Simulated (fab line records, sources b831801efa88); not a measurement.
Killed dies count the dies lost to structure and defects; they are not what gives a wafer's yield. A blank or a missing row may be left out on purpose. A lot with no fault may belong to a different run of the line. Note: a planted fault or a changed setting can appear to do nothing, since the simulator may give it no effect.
A lot that was struck, set against a sound lot | flow sky130 | 17 steps out of a route of 708
Sound: the wafers L376.2, L376.4, L376.5. The struck wafers were L373.2, L373.3, L373.5. The cause comes at the end.
For every step that has rows: the tool of each side, followed by ch and its chambers, followed by its first start. Under that, the readings that differ: sound wafers | struck wafers | difference of the means | sigmas: that difference in standard deviations of wafers without a fault.
alike: words and numbers the same on both sides, and readings whose means are apart by under 2 such deviations; not compared: readings that were withheld, readings missing a value for some wafer, numbers with overlapping values and no deviation given by the record, and bounds like >300 which may hide the same value.
The two part at a step that has a row with sigmas, a row that says differs or no value, or rows on one side only. Numbers that have no deviation but don't overlap get no sigmas and don't part them. Lack of a reading on every wafer of one side parts them only where that side has two or more wafers.

SKY_VT_ADJUST_HVTP_OVL_MEAS_08:
  struck on overlay-01, day 7 04:56; sound on overlay-01, day 7 23:52
  alike: VT_ADJUST_HVTP_OVL
next, for these wafers, 1 step has no rows: SKY_VT_ADJUST_HVTP_IMPLANT_09.
SKY_VT_ADJUST_HVTP_STRIP_10: strips in O2/N2.
  sound on plasma_asher-04 ch 0,1, day 8 00:02; struck on plasma_asher-03 ch 0,1, day 7 05:07
  alike: drypump_motor_current_A, oes_product_au, strip_time_to_endpoint_s
  not compared: rf_hours_counter_h
SKY_VT_ADJUST_HVTP_TW_MEAS_11:
  struck on film_metro-04, day 7 05:14; sound on film_metro-04, day 8 00:09
  alike: VT_ADJUST_HVTP_TW
then, 7 steps without rows for these wafers: SKY_VT_ADJUST_LVTN_DEHYDRATE_00 (time 60 s); SKY_VT_ADJUST_LVTN_HMDS_01 (prime time 60 s); SKY_VT_ADJUST_LVTN_COAT_02 (resist thk 3000 nm); SKY_VT_ADJUST_LVTN_SOFTBAKE_03; SKY_VT_ADJUST_LVTN_EXPOSE_04 (exposes mask NWM COMPLEMENT LESS NATIVE, target cd 840 nm); SKY_VT_ADJUST_LVTN_PEB_05; SKY_VT_ADJUST_LVTN_DEVELOP_06 (develop time 60 s).
SKY_VT_ADJUST_LVTN_OVL_MEAS_07:
  struck on overlay-02, day 8 00:50; sound on overlay-01, day 8 17:41
  alike: VT_ADJUST_LVTN_OVL
SKY_VT_ADJUST_LVTN_IMPLANT_08:
  sound on implanter-04 ch 0, day 8 17:44; struck on implanter-03 ch 0, day 8 01:13
  alike: beam_energy_keV
SKY_VT_ADJUST_LVTN_STRIP_09: strips in O2/N2.
  sound on plasma_asher-04 ch 1, day 8 17:52; struck on plasma_asher-01 ch 0,1, day 8 01:20
  reading                      | sound             | struck            | difference | sigmas
  strip_time_to_endpoint_s (s) | 37.03 36.91 36.97 | 36.71 36.76 36.78 | -0.22      | -2
  alike: drypump_motor_current_A, oes_product_au
  not compared: rf_hours_counter_h
SKY_VT_ADJUST_LVTN_TW_MEAS_10:
  struck on film_metro-02, day 8 01:26; sound on film_metro-02, day 8 17:59
  reading           | sound             | struck            | difference | sigmas
  VT_ADJUST_LVTN_TW | 244.2 244.8 244.8 | 299.9 298.8 299.6 | +54.8      | +22
then, 1 step without rows for these wafers: SKY_VT_ADJUST_LVTN_DEHYDRATE_11 (time 60 s).
-- a jump in the record: the struck wafers' starts before and after are 39 days apart (it breaks off in module VT_ADJUST_LVTN and resumes in module PAD_OPEN, where the first step shown is number 708 of the route) --
SKY_PAD_OPEN_PROBE_99:
  struck on prober-02, day 46 17:50; sound on prober-01, day 47 07:04
  reading                                   | sound                | struck        | difference | sigmas
  model.etest.nfet_01v8_lvt.drive_ua_um     | 570.2 584.6 581.9    | 530 540.4     | -44        |
  model.etest.nfet_01v8_turned.drive_ua_um  | 501.1 516.2 514.9    | 471.7 485.9   | -31.9      |
  model.etest.nfet_01v8.drive_ua_um         | 499.3 507.3 511.9    | 472.7 479.4   | -30.1      |
  model.etest.nfet_01v8_swapped.drive_ua_um | 506.6 511 513.1      | 472 482.2     | -33        |
  model.etest.nfet_01v8_lvt.vt_sat_v (V)    | 0.5412 0.5196 0.5287 | 0.5834 0.5848 | +0.0543    |
  model.etest.nfet_01v8_lvt.vt_v (V)        | 0.6092 0.5958 0.6056 | 0.6422 0.6348 | +0.0350    |
  model.etest.nfet_01v8.vt_sat_v (V)        | 0.6468 0.6335 0.6398 | 0.6784 0.6757 | +0.0370    |
  model.etest.nfet_01v8_turned.vt_sat_v (V) | 0.6494 0.6378 0.6416 | 0.6791 0.6747 | +0.0340    |

== WHERE THEY PART ==
Earliest at SKY_VT_ADJUST_LVTN_STRIP_09; latest, in this record, at SKY_VT_ADJUST_LVTN_TW_MEAS_10.

WHY: what the simulator had put in
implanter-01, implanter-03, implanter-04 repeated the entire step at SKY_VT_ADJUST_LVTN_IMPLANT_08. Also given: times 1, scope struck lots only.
